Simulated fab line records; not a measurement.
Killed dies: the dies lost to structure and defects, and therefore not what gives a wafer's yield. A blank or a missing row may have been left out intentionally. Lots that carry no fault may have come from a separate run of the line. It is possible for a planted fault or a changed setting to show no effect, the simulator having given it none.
Comparing a struck lot with a sound one    flow sky130    20 out of 708 route steps
Sound: these wafers, L137.2, L137.3, L137.4. Struck: wafer L144.6 (left out: L144.2, L144.3 of the same lot, which were not struck); the cause appears at the end.
Each step with rows lists, per side, the tool, then ch with its chambers, then its first start. Under that, the readings that differ: sound wafers    struck wafers    difference of the means    sigmas: that difference in standard deviations of wafers without a fault.
alike: same words and numbers on both sides, and readings whose means sit less than 2 such deviations apart. not compared: any withheld reading, any reading some wafer has no value for, any bound like >300 that may hide the same value, and any number with overlapping values for which the record gives no deviation.
Wherever a step has rows on one side only, a row that says differs or no value, or a row with sigmas, the two part there. Numbers that don't overlap but have no deviation are shown without sigmas and don't part them. A reading missing from all wafers of one side parts the sides only when that side holds two or more wafers.

SKY_RES_PROTECT_STRIP_07: strips in O2/N2.
  sound on plasma_asher-03 ch 0,1, day 16 17:12; struck on plasma_asher-01 ch 1, day 19 07:41
reading                       sound              struck  difference  sigmas
drypump_motor_current_A (A)   6.0 6.6 6.0        5.0     -1.2        -2
strip_time_to_endpoint_s (s)  23.30 23.23 23.29  23.39   +0.12       +2
  alike: oes_product_au
  not compared: rf_hours_counter_h
SKY_RES_PROTECT_TW_MEAS_08:
  sound on film_metro-04 at day 16 17:19; struck on film_metro-02 at day 19 07:48
  alike: POLY_GATE_TW
then, 2 steps without rows for these wafers: SKY_RES_PROTECT_CLEAN_09 (cleans in SC1/SC2, time 150 s); SKY_POLY_GATE_CVD_03 (deposits Si3N4 from DCS/NH3, target thk 75 nm, time 1290 s).
SKY_POLY_GATE_THK_MEAS_04:
  sound on film_metro-02 at day 16 18:47; struck on film_metro-04 at day 19 10:03
  alike: POLY_GATE_CVD_03_THK
then, 7 steps without rows for these wafers: SKY_POLY_GATE_DEHYDRATE_05 (time 60 s); SKY_POLY_GATE_HMDS_06 (prime time 60 s); SKY_POLY_GATE_COAT_07 (resist thk 110 nm); SKY_POLY_GATE_COAT_08 (resist thk 450 nm); SKY_POLY_GATE_SOFTBAKE_09 (time 90 s); SKY_POLY_GATE_EXPOSE_10 (exposes mask P1M, target cd 150 nm); SKY_POLY_GATE_PEB_11.
SKY_POLY_GATE_DEVELOP_12: develop time 60 s.
  sound on litho_track-04 ch 0, day 18 00:00; struck on litho_track-02 ch 0, day 20 17:00
reading          sound           struck  difference  sigmas
exhaust_pa (Pa)  46.1 46.6 44.8  43.8    -2.0        -2
  alike: resist_line_temp_C
SKY_POLY_GATE_CD_MEAS_13 targets a cd of 150 nm.
  sound on cd_sem-02 at day 18 00:13; struck on cd_sem-02 at day 20 17:14
reading     sound              struck  difference  sigmas
cd_nm (nm)  150.3 151.1 148.4  144.7   -5.2        -4
SKY_POLY_GATE_OVL_MEAS_14:
  sound on overlay-01 at day 18 00:19; struck on overlay-02 at day 20 17:20
  alike: POLY_GATE_OVL
SKY_POLY_GATE_ETCH_15: etches BARC in N2/H2, stops on SiO2, time 118.5 s, target depth 110 nm.
  sound on rie_diel-02 ch 0,1,2, day 18 00:21; struck on rie_diel-02 ch 2, day 20 17:22
reading                     sound              struck  difference  sigmas
model.POLY_GATE.cd_nm (nm)  149.8 150.4 147.4  145.1   -4.1        
  alike: drypump_motor_current_A, oes_product_au, throttle_valve_pct
  not compared: rf_hours_counter_h
SKY_POLY_GATE_ETCH_16: etches Si3N4 in CH3F/O2, stops on poly-Si, time 147.5 s, target depth 75 nm.
  sound on rie_diel-02 ch 0,1,2, day 18 00:26; struck on rie_diel-02 ch 2, day 20 17:27
  alike: O2_flow_sccm, drypump_motor_current_A, oes_product_au, throttle_valve_pct
  not compared: rf_hours_counter_h
SKY_POLY_GATE_ETCH_17: etches poly-Si in HBr/Cl2, stops on SiO2, target depth 180 nm, time 70.5 s.
  sound on rie_si-02 ch 0,2,3, day 18 00:32; struck on rie_si-01 ch 2, day 20 17:33
reading                     sound                 struck  difference  sigmas
throttle_valve_pct (%)      33.690 33.685 33.675  33.665  -0.018      -2
model.POLY_GATE.cd_nm (nm)  149.1 150.9 148.2     145.3   -4.1        
  alike: drypump_motor_current_A, oes_product_au
  not compared: rf_hours_counter_h
SKY_POLY_GATE_STRIP_18: strips in O2/N2.
  sound on plasma_asher-02 ch 0,1, day 18 00:35; struck on plasma_asher-02 ch 1, day 20 17:36
  alike: drypump_motor_current_A, oes_product_au, strip_time_to_endpoint_s
  not compared: rf_hours_counter_h
-- the record jumps here: 28 days lie between the struck wafers' starts before and after (it left off in module POLY_GATE and takes up again in module PAD_OPEN, whose first step shown is number 708 of the route) --
SKY_PAD_OPEN_PROBE_99:
  sound on prober-01 at day 46 21:31; struck on prober-01 at day 48 17:08
reading                                 sound              struck  difference  sigmas
model.etest.res_poly.line_ohm_um        509.3 518.1 521.3  531.5   +15.3       
model.etest.res_xhigh_po.width_nm (nm)  349.4 350.6 350.5  346.8   -3.4        
model.etest.res_poly.width_nm (nm)      92.98 95.03 92.09  88.9    -4.5        
model.etest.res_high_po.width_nm (nm)   348.2 351.7 347.9  343.6   -5.7        
model.etest.ring_1v8.delay_ps           20.95 21.75 21.09  20.23   -1.03       
  alike: killed_at_M0_to_M3, killed_at_M4_up, killed_at_contacts, killed_at_front_end, killed_at_other, killed_dies, killed_open, killed_short

== WHERE THEY PART ==
First at SKY_RES_PROTECT_STRIP_07; last, within this record, at SKY_POLY_GATE_ETCH_17. Later steps at which nothing parts them and some readings are alike: SKY_POLY_GATE_STRIP_18, SKY_PAD_OPEN_PROBE_99.

WHY: the cause the simulator had injected
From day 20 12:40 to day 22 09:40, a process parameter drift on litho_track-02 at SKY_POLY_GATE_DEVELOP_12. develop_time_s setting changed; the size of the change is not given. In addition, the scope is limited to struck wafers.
